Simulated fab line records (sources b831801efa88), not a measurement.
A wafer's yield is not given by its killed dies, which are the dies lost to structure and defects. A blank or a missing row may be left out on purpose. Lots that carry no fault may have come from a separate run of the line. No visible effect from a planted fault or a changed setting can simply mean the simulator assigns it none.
Matching of chambers -- flow sky130 -- 4 sister chambers for SKY_VIA2_CMP_02 on cmp-02
The step polishes SiO2. 16 wafers are shown with their chamber, then 8 later ones without.

WAFERS WITH THEIR CHAMBER
wafer,chamber,motorCurrentA (A),slurryFilterDpKPa (kPa),slurryFlowMlMin
L228.1,3,11.2,13.52,149.7
L228.2,1,13.2,13.35,150.4
L228.6,1,12.3,13.55,150.7
L229.1,2,11.4,13.30,150.2
L229.3,3,10.9,13.50,150.7
L229.5,2,11.0,13.38,150.0
L231.2,1,12.8,13.84,150.9
L231.3,0,9.5,13.64,149.1
L231.4,2,11.6,13.50,149.9
L236.2,3,11.6,13.49,149.6
L236.4,2,11.4,13.33,149.9
L236.6,1,12.4,13.36,150.1
L241.1,0,9.7,13.63,150.6
L241.3,3,11.2,13.53,150.3
L241.4,2,11.1,13.42,149.5
L242.1,1,13.3,13.42,150.3

SIGNATURES (averages over the wafers above)
reading,chamber 0,chamber 1,chamber 2,chamber 3,scatter within a chamber
motorCurrentA,9.600,12.800,11.300,11.225,0.333
slurryFilterDpKPa,13.6350,13.5040,13.3860,13.5100,0.127
slurryFlowMlMin,149.850,150.480,149.900,150.075,0.466
Rule: for a wafer and a chamber, the distance is found by dividing, reading by reading, the gap between the wafer's reading and the chamber's mean by the reading's scatter, squaring, summing and taking the root. If the next closest chamber is less than 2 further off than the closest, the wafer can't be placed; otherwise it belongs to the closest. How the scatter is found: for the shown wafers, subtract from each reading the mean of its chamber, square and add these, divide the total by (wafers less chambers), then take the root.

WAFERS WHOSE CHAMBER IS MISSING
wafer,motorCurrentA (A),slurryFilterDpKPa (kPa),slurryFlowMlMin
L242.2,10.4,13.42,150.4
L242.3,11.5,13.43,150.3
L243.2,9.7,13.46,150.9
L243.4,11.4,13.35,150.2
L243.6,11.8,13.45,149.6
L248.1,10.0,13.45,149.9
L248.4,11.4,13.44,150.6
L248.6,12.6,13.47,150.2

THE CHAMBER EACH PASSED THROUGH
wafer,from the rows above,in truth
L242.2,can't be placed: 3 or 2 or 0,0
L242.3,can't be placed: 2 or 3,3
L243.2,0,0
L243.4,can't be placed: 2 or 3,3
L243.6,can't be placed: 2 or 3 or 1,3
L248.1,can't be placed: 0 or 3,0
L248.4,can't be placed: 3 or 2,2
L248.6,1,1
Placed correctly: 2 of 8. These rows do not allow placing 6 (true chamber among the candidates in 6). 0 placed wrongly.
